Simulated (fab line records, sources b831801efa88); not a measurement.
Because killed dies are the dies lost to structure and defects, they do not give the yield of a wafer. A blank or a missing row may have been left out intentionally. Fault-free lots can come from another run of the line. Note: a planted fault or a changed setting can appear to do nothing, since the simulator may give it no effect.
The tool behind it: which one? / flow sky130 / 72 wafers from 24 lots sampled at 5 of the route's 708 steps

== WHAT THE GAUGES READ, wafer by wafer ==
SKY_POLY_GATE_CD_MEAS_13: the cd target is 150 nm. Usual: cdNm 150.6 nm, standard deviation 1.5.
lot=L074; measured=day 16 03:08; on=cdSem-01; cdNm (nm)=153.0 153.1 152.6; flag=
lot=L075; measured=day 16 08:02; on=cdSem-02; cdNm (nm)=153.8 152.7 153.0; flag=
lot=L076; measured=day 16 14:28; on=cdSem-01; cdNm (nm)=147.0 147.4 148.3; flag=
lot=L077; measured=day 17 01:51; on=cdSem-01; cdNm (nm)=149.6 148.1 148.3; flag=
lot=L078; measured=day 17 07:44; on=cdSem-02; cdNm (nm)=150.0 149.5 150.7; flag=
lot=L079; measured=day 18 04:23; on=cdSem-01; cdNm (nm)=150.2 151.6 150.6; flag=
lot=L080; measured=day 18 04:43; on=cdSem-02; cdNm (nm)=151.2 151.1 150.5; flag=
lot=L081; measured=day 18 13:10; on=cdSem-02; cdNm (nm)=148.0 149.8 149.9; flag=
lot=L082; measured=day 18 19:46; on=cdSem-01; cdNm (nm)=149.2 149.0 150.3; flag=
lot=L083; measured=day 19 12:37; on=cdSem-01; cdNm (nm)=152.1 151.9 150.0; flag=
lot=L084; measured=day 20 00:28; on=cdSem-01; cdNm (nm)=150.4 150.4 151.3; flag=
lot=L085; measured=day 20 01:41; on=cdSem-02; cdNm (nm)=149.9 150.5 149.9; flag=
lot=L086; measured=day 20 12:27; on=cdSem-01; cdNm (nm)=149.4 151.6 151.2; flag=
lot=L087; measured=day 20 19:14; on=cdSem-01; cdNm (nm)=150.4 150.4 149.6; flag=
lot=L088; measured=day 21 05:43; on=cdSem-02; cdNm (nm)=151.8 151.2 152.0; flag=
lot=L089; measured=day 21 14:19; on=cdSem-02; cdNm (nm)=150.6 149.5 149.5; flag=
lot=L090; measured=day 21 19:19; on=cdSem-01; cdNm (nm)=149.9 149.3 150.4; flag=
lot=L091; measured=day 22 11:23; on=cdSem-02; cdNm (nm)=151.5 151.6 151.9; flag=
lot=L092; measured=day 23 03:20; on=cdSem-02; cdNm (nm)=149.4 150.5 148.6; flag=
lot=L097; measured=day 25 00:50; on=cdSem-02; cdNm (nm)=152.0 150.0 152.1; flag=
lot=L094; measured=day 25 01:44; on=cdSem-01; cdNm (nm)=150.9 149.3 151.3; flag=
lot=L095; measured=day 25 03:15; on=cdSem-01; cdNm (nm)=151.5 150.9 150.8; flag=
lot=L093; measured=day 25 04:58; on=cdSem-01; cdNm (nm)=152.2 150.9 150.2; flag=
lot=L096; measured=day 25 08:51; on=cdSem-01; cdNm (nm)=151.0 151.2 151.6; flag=

SKY_RES_XHIGH_TW_MEAS_09. Usual: RES_XHIGH_TW gives 1638 (standard deviation 11).
lot=L074; measured=day 26 10:16; on=filmMetro-02; RES_XHIGH_TW=1632 1625 1636; flag=
lot=L075; measured=day 26 16:19; on=filmMetro-04; RES_XHIGH_TW=1647 1642 1642; flag=
lot=L076; measured=day 26 20:22; on=filmMetro-03; RES_XHIGH_TW=1642 1636 1630; flag=
lot=L077; measured=day 27 09:05; on=filmMetro-03; RES_XHIGH_TW=1626 1625 1617; flag=
lot=L078; measured=day 27 17:57; on=filmMetro-02; RES_XHIGH_TW=1629 1644 1639; flag=
lot=L079; measured=day 28 09:28; on=filmMetro-02; RES_XHIGH_TW=1610 1620 1614; flag=
lot=L080; measured=day 28 09:45; on=filmMetro-03; RES_XHIGH_TW=1630 1625 1626; flag=
lot=L081; measured=day 28 17:57; on=filmMetro-04; RES_XHIGH_TW=1648 1642 1639; flag=
lot=L082; measured=day 29 03:34; on=filmMetro-02; RES_XHIGH_TW=1614 1626 1621; flag=
lot=L083; measured=day 29 17:34; on=filmMetro-04; RES_XHIGH_TW=1644 1643 1641; flag=
lot=L084; measured=day 30 04:32; on=filmMetro-03; RES_XHIGH_TW=1628 1623 1629; flag=
lot=L085; measured=day 30 05:59; on=filmMetro-04; RES_XHIGH_TW=1629 1636 1638; flag=
lot=L086; measured=day 30 13:26; on=filmMetro-02; RES_XHIGH_TW=1631 1626 1625; flag=
lot=L087; measured=day 30 18:03; on=filmMetro-04; RES_XHIGH_TW=1639 1643 1630; flag=
lot=L088; measured=day 31 05:07; on=filmMetro-03; RES_XHIGH_TW=1653 1642 1641; flag=
lot=L089; measured=day 31 15:52; on=filmMetro-04; RES_XHIGH_TW=1636 1649 1643; flag=
lot=L090; measured=day 31 19:19; on=filmMetro-03; RES_XHIGH_TW=1642 1647 1638; flag=
lot=L091; measured=day 32 07:29; on=filmMetro-04; RES_XHIGH_TW=1643 1652 1642; flag=
lot=L092; measured=day 32 22:29; on=filmMetro-03; RES_XHIGH_TW=1643 1650 1643; flag=
lot=L097; measured=day 34 16:26; on=filmMetro-04; RES_XHIGH_TW=1654 1664 1653; flag=
lot=L094; measured=day 34 16:25; on=filmMetro-02; RES_XHIGH_TW=1625 1623 1633; flag=
lot=L095; measured=day 34 16:44; on=filmMetro-04; RES_XHIGH_TW=1656 1642 1661; flag=
lot=L093; measured=day 34 18:44; on=filmMetro-02; RES_XHIGH_TW=1634 1621 1622; flag=
lot=L096; measured=day 34 22:59; on=filmMetro-04; RES_XHIGH_TW=1649 1652 1651; flag=

SKY_SD_N_RS_MEAS_18: the measuring method here is four-point-probe. Usual: RES_XHIGH_RS gives 332.9 ohm/sq (standard deviation 0.96).
lot=L074; measured=day 27 16:22; on=filmMetro-04; RES_XHIGH_RS (ohm/sq)=333.3 334.9 333.7; flag=
lot=L075; measured=day 27 22:44; on=filmMetro-02; RES_XHIGH_RS (ohm/sq)=330.4 332.5 333.1; flag=
lot=L076; measured=day 28 01:31; on=filmMetro-03; RES_XHIGH_RS (ohm/sq)=335.3 334.4 334.1; flag=
lot=L077; measured=day 28 14:35; on=filmMetro-04; RES_XHIGH_RS (ohm/sq)=331.8 332.9 333.0; flag=
lot=L078; measured=day 28 22:37; on=filmMetro-04; RES_XHIGH_RS (ohm/sq)=332.3 333.5 331.8; flag=
lot=L079; measured=day 29 14:35; on=filmMetro-03; RES_XHIGH_RS (ohm/sq)=335.2 334.3 333.4; flag=
lot=L080; measured=day 29 15:34; on=filmMetro-02; RES_XHIGH_RS (ohm/sq)=333.7 332.3 332.4; flag=
lot=L081; measured=day 30 00:01; on=filmMetro-02; RES_XHIGH_RS (ohm/sq)=332.6 333.7 333.9; flag=
lot=L082; measured=day 30 09:09; on=filmMetro-02; RES_XHIGH_RS (ohm/sq)=332.2 331.9 333.8; flag=
lot=L083; measured=day 30 21:19; on=filmMetro-04; RES_XHIGH_RS (ohm/sq)=332.0 331.6 331.0; flag=
lot=L084; measured=day 31 08:25; on=filmMetro-03; RES_XHIGH_RS (ohm/sq)=332.8 332.6 332.6; flag=
lot=L085; measured=day 31 09:52; on=filmMetro-04; RES_XHIGH_RS (ohm/sq)=333.6 333.0 331.9; flag=
lot=L086; measured=day 31 17:50; on=filmMetro-02; RES_XHIGH_RS (ohm/sq)=331.9 333.6 333.8; flag=
lot=L087; measured=day 31 22:08; on=filmMetro-03; RES_XHIGH_RS (ohm/sq)=333.2 333.4 333.6; flag=
lot=L088; measured=day 32 08:56; on=filmMetro-04; RES_XHIGH_RS (ohm/sq)=332.0 332.9 331.6; flag=
lot=L089; measured=day 32 20:11; on=filmMetro-02; RES_XHIGH_RS (ohm/sq)=333.9 334.5 332.8; flag=
lot=L090; measured=day 32 23:35; on=filmMetro-03; RES_XHIGH_RS (ohm/sq)=333.0 332.3 333.6; flag=
lot=L091; measured=day 33 11:32; on=filmMetro-02; RES_XHIGH_RS (ohm/sq)=332.4 332.6 332.6; flag=
lot=L092; measured=day 34 01:44; on=filmMetro-02; RES_XHIGH_RS (ohm/sq)=332.7 331.7 331.5; flag=
lot=L097; measured=day 35 19:28; on=filmMetro-04; RES_XHIGH_RS (ohm/sq)=333.6 332.4 332.4; flag=
lot=L094; measured=day 35 19:13; on=filmMetro-02; RES_XHIGH_RS (ohm/sq)=332.5 334.8 333.1; flag=
lot=L095; measured=day 35 19:58; on=filmMetro-03; RES_XHIGH_RS (ohm/sq)=333.3 333.4 333.6; flag=
lot=L093; measured=day 35 21:47; on=filmMetro-03; RES_XHIGH_RS (ohm/sq)=331.8 331.7 332.0; flag=
lot=L096; measured=day 36 02:16; on=filmMetro-03; RES_XHIGH_RS (ohm/sq)=333.3 333.4 332.9; flag=

SKY_CONTACT_THK_MEAS_01. Usual: CONTACT_CVD_00_THK gives 74.6 nm (standard deviation 1.3).
lot=L074; measured=day 30 04:41; on=filmMetro-01; CONTACT_CVD_00_THK (nm)=74.6 77.6 75.4; flag=
lot=L075; measured=day 30 11:31; on=filmMetro-04; CONTACT_CVD_00_THK (nm)=72.4 74.7 76.3; flag=
lot=L076; measured=day 30 13:55; on=filmMetro-01; CONTACT_CVD_00_THK (nm)=74.1 77.2 74.7; flag=
lot=L077; measured=day 31 02:22; on=filmMetro-04; CONTACT_CVD_00_THK (nm)=72.4 74.2 75.0; flag=
lot=L078; measured=day 31 09:25; on=filmMetro-01; CONTACT_CVD_00_THK (nm)=72.6 75.7 73.4; flag=
lot=L079; measured=day 31 23:04; on=filmMetro-01; CONTACT_CVD_00_THK (nm)=72.6 73.4 74.6; flag=
lot=L080; measured=day 32 01:29; on=filmMetro-04; CONTACT_CVD_00_THK (nm)=74.4 72.9 73.6; flag=
lot=L081; measured=day 32 10:20; on=filmMetro-04; CONTACT_CVD_00_THK (nm)=74.7 76.3 75.8; flag=
lot=L082; measured=day 32 18:18; on=filmMetro-03; CONTACT_CVD_00_THK (nm)=71.0 75.1 72.3; flag=
lot=L083; measured=day 33 08:50; on=filmMetro-04; CONTACT_CVD_00_THK (nm)=75.0 73.8 74.5; flag=
lot=L084; measured=day 33 16:58; on=filmMetro-04; CONTACT_CVD_00_THK (nm)=73.4 74.1 74.2; flag=
lot=L085; measured=day 33 18:37; on=filmMetro-01; CONTACT_CVD_00_THK (nm)=74.2 76.5 76.4; flag=
lot=L086; measured=day 34 03:14; on=filmMetro-03; CONTACT_CVD_00_THK (nm)=74.3 76.8 74.8; flag=
lot=L087; measured=day 34 06:56; on=filmMetro-03; CONTACT_CVD_00_THK (nm)=74.2 74.3 74.2; flag=
lot=L088; measured=day 34 17:38; on=filmMetro-04; CONTACT_CVD_00_THK (nm)=73.7 74.1 75.3; flag=
lot=L089; measured=day 35 03:20; on=filmMetro-03; CONTACT_CVD_00_THK (nm)=74.5 75.1 73.5; flag=
lot=L090; measured=day 35 08:33; on=filmMetro-01; CONTACT_CVD_00_THK (nm)=74.7 76.2 76.4; flag=
lot=L091; measured=day 35 18:19; on=filmMetro-01; CONTACT_CVD_00_THK (nm)=75.2 73.7 77.4; flag=
lot=L092; measured=day 36 08:53; on=filmMetro-01; CONTACT_CVD_00_THK (nm)=75.6 75.1 74.8; flag=
lot=L097; measured=day 38 02:29; on=filmMetro-01; CONTACT_CVD_00_THK (nm)=73.2 74.5 76.0; flag=
lot=L094; measured=day 38 01:50; on=filmMetro-01; CONTACT_CVD_00_THK (nm)=75.4 75.8 75.3; flag=
lot=L095; measured=day 38 03:26; on=filmMetro-04; CONTACT_CVD_00_THK (nm)=74.7 74.8 76.3; flag=
lot=L093; measured=day 38 05:29; on=filmMetro-03; CONTACT_CVD_00_THK (nm)=71.9 72.3 74.2; flag=
lot=L096; measured=day 38 09:18; on=filmMetro-03; CONTACT_CVD_00_THK (nm)=73.0 71.7 75.8; flag=

== TOOL THAT RAN EACH LOT (tool first, then ch and the chambers of the sampled wafers, then the start) ==
lot=L074; SKY_POLY_GATE_ETCH_16=rieDiel-02 ch 1,2,3, day 16 03:20
lot=L075; SKY_POLY_GATE_ETCH_16=rieDiel-02 ch 1,2, day 16 08:14
lot=L076; SKY_POLY_GATE_ETCH_16=rieDiel-03 ch 1,3, day 16 14:41
lot=L077; SKY_POLY_GATE_ETCH_16=rieDiel-04 ch 0,1,2, day 17 02:05
lot=L078; SKY_POLY_GATE_ETCH_16=rieDiel-04 ch 2,3, day 17 07:58
lot=L079; SKY_POLY_GATE_ETCH_16=rieDiel-03 ch 0,3, day 18 04:37
lot=L080; SKY_POLY_GATE_ETCH_16=rieDiel-04 ch 0,1,2, day 18 04:58
lot=L081; SKY_POLY_GATE_ETCH_16=rieDiel-03 ch 2,3, day 18 13:22
lot=L082; SKY_POLY_GATE_ETCH_16=rieDiel-03 ch 0,3, day 18 19:58
lot=L083; SKY_POLY_GATE_ETCH_16=rieDiel-04 ch 0,1,2, day 19 12:52
lot=L084; SKY_POLY_GATE_ETCH_16=rieDiel-02 ch 0,1,2, day 20 00:43
lot=L085; SKY_POLY_GATE_ETCH_16=rieDiel-04 ch 0,2,3, day 20 01:55
lot=L086; SKY_POLY_GATE_ETCH_16=rieDiel-02 ch 1,2,3, day 20 12:40
lot=L087; SKY_POLY_GATE_ETCH_16=rieDiel-04 ch 1,2,3, day 20 19:28
lot=L088; SKY_POLY_GATE_ETCH_16=rieDiel-03 ch 0,2,3, day 21 05:58
lot=L089; SKY_POLY_GATE_ETCH_16=rieDiel-04 ch 0,1,2, day 21 14:34
lot=L090; SKY_POLY_GATE_ETCH_16=rieDiel-04 ch 0,1,3, day 21 19:34
lot=L091; SKY_POLY_GATE_ETCH_16=rieDiel-02 ch 1,2,3, day 22 11:37
lot=L092; SKY_POLY_GATE_ETCH_16=rieDiel-02 ch 0,1, day 23 03:31
lot=L097; SKY_POLY_GATE_ETCH_16=rieDiel-02 ch 0,1,2, day 25 01:04
lot=L094; SKY_POLY_GATE_ETCH_16=rieDiel-04 ch 0,2,3, day 25 01:56
lot=L095; SKY_POLY_GATE_ETCH_16=rieDiel-02 ch 1,2, day 25 03:29
lot=L093; SKY_POLY_GATE_ETCH_16=rieDiel-02 ch 0,3, day 25 05:11
lot=L096; SKY_POLY_GATE_ETCH_16=rieDiel-02 ch 0,1,3, day 25 09:04
- SKY_POLY_GATE_ETCH_16: etches Si3N4 in CH3F/O2, stops on poly-Si, time 147.5 s, target depth 75 nm.

== WHAT THE TOOLS THEMSELVES READ (means of the sampled wafers that have a number; where no wafer has one, the mark that the record gives instead) ==
SKY_POLY_GATE_ETCH_16. Usual: biasW 79.99 W, standard deviation 0.25; drypumpMotorCurrentA 5.7 A, standard deviation 0.34; oesProductAu 0.640 a.u., standard deviation 0.0048; throttleValvePct 10.535 %, standard deviation 0.0093.
lot=L074; tool=rieDiel-02; biasW (W)=79.73; drypumpMotorCurrentA (A)=5.7; oesProductAu (a.u.)=0.640; throttleValvePct (%)=10.536; flag=
lot=L075; tool=rieDiel-02; biasW (W)=79.94; drypumpMotorCurrentA (A)=5.9; oesProductAu (a.u.)=0.645; throttleValvePct (%)=10.543; flag=
lot=L076; tool=rieDiel-03; biasW (W)=80.09; drypumpMotorCurrentA (A)=6.2; oesProductAu (a.u.)=0.639; throttleValvePct (%)=10.534; flag=
lot=L077; tool=rieDiel-04; biasW (W)=79.98; drypumpMotorCurrentA (A)=5.8; oesProductAu (a.u.)=0.641; throttleValvePct (%)=10.523; flag=
lot=L078; tool=rieDiel-04; biasW (W)=80.25; drypumpMotorCurrentA (A)=5.8; oesProductAu (a.u.)=0.638; throttleValvePct (%)=10.536; flag=
lot=L079; tool=rieDiel-03; biasW (W)=79.98; drypumpMotorCurrentA (A)=5.7; oesProductAu (a.u.)=0.634; throttleValvePct (%)=10.538; flag=
lot=L080; tool=rieDiel-04; biasW (W)=79.92; drypumpMotorCurrentA (A)=5.8; oesProductAu (a.u.)=0.646; throttleValvePct (%)=10.537; flag=
lot=L081; tool=rieDiel-03; biasW (W)=79.85; drypumpMotorCurrentA (A)=5.8; oesProductAu (a.u.)=0.638; throttleValvePct (%)=10.528; flag=
lot=L082; tool=rieDiel-03; biasW (W)=79.75; drypumpMotorCurrentA (A)=5.7; oesProductAu (a.u.)=0.640; throttleValvePct (%)=10.540; flag=
lot=L083; tool=rieDiel-04; biasW (W)=80.00; drypumpMotorCurrentA (A)=5.8; oesProductAu (a.u.)=0.635; throttleValvePct (%)=10.529; flag=
lot=L084; tool=rieDiel-02; biasW (W)=79.80; drypumpMotorCurrentA (A)=5.8; oesProductAu (a.u.)=0.638; throttleValvePct (%)=10.547; flag=
lot=L085; tool=rieDiel-04; biasW (W)=80.08; drypumpMotorCurrentA (A)=5.8; oesProductAu (a.u.)=0.641; throttleValvePct (%)=10.537; flag=
lot=L086; tool=rieDiel-02; biasW (W)=80.04; drypumpMotorCurrentA (A)=5.7; oesProductAu (a.u.)=0.641; throttleValvePct (%)=10.543; flag=
lot=L087; tool=rieDiel-04; biasW (W)=80.03; drypumpMotorCurrentA (A)=5.7; oesProductAu (a.u.)=0.639; throttleValvePct (%)=10.539; flag=
lot=L088; tool=rieDiel-03; biasW (W)=79.98; drypumpMotorCurrentA (A)=5.8; oesProductAu (a.u.)=0.634; throttleValvePct (%)=10.531; flag=
lot=L089; tool=rieDiel-04; biasW (W)=80.04; drypumpMotorCurrentA (A)=5.8; oesProductAu (a.u.)=0.645; throttleValvePct (%)=10.539; flag=
lot=L090; tool=rieDiel-04; biasW (W)=79.91; drypumpMotorCurrentA (A)=5.6; oesProductAu (a.u.)=0.639; throttleValvePct (%)=10.540; flag=
lot=L091; tool=rieDiel-02; biasW (W)=80.27; drypumpMotorCurrentA (A)=5.7; oesProductAu (a.u.)=0.639; throttleValvePct (%)=10.543; flag=
lot=L092; tool=rieDiel-02; biasW (W)=80.05; drypumpMotorCurrentA (A)=6.0; oesProductAu (a.u.)=0.641; throttleValvePct (%)=10.528; flag=
lot=L097; tool=rieDiel-02; biasW (W)=79.68; drypumpMotorCurrentA (A)=5.9; oesProductAu (a.u.)=0.641; throttleValvePct (%)=10.533; flag=
lot=L094; tool=rieDiel-04; biasW (W)=80.04; drypumpMotorCurrentA (A)=5.7; oesProductAu (a.u.)=0.634; throttleValvePct (%)=10.541; flag=
lot=L095; tool=rieDiel-02; biasW (W)=80.01; drypumpMotorCurrentA (A)=6.1; oesProductAu (a.u.)=0.638; throttleValvePct (%)=10.531; flag=
lot=L093; tool=rieDiel-02; biasW (W)=80.12; drypumpMotorCurrentA (A)=5.2; oesProductAu (a.u.)=0.638; throttleValvePct (%)=10.536; flag=
lot=L096; tool=rieDiel-02; biasW (W)=79.96; drypumpMotorCurrentA (A)=5.6; oesProductAu (a.u.)=0.640; throttleValvePct (%)=10.530; flag=

== THE ANSWER, worked out from the rows above alone ==
Rule: take the mean of a lot's wafers that have a number; if it is more than 3 standard deviations from the usual mean, the lot is off. A lot without any number at a reading at which 4 lots or more have one is off too. The other lots that the step has rows for count as sound. First the gauges in route order, then the tools' own readings, where a lot's mean is used as printed above. The first step at which some lot is off is used, and at that step the reading that is off furthest; a lot without a number counts as furthest.
No lot is off on any of the readings shown, so nothing can be concluded from this.

== WHAT WAS PUT IN BY THE SIMULATOR ==
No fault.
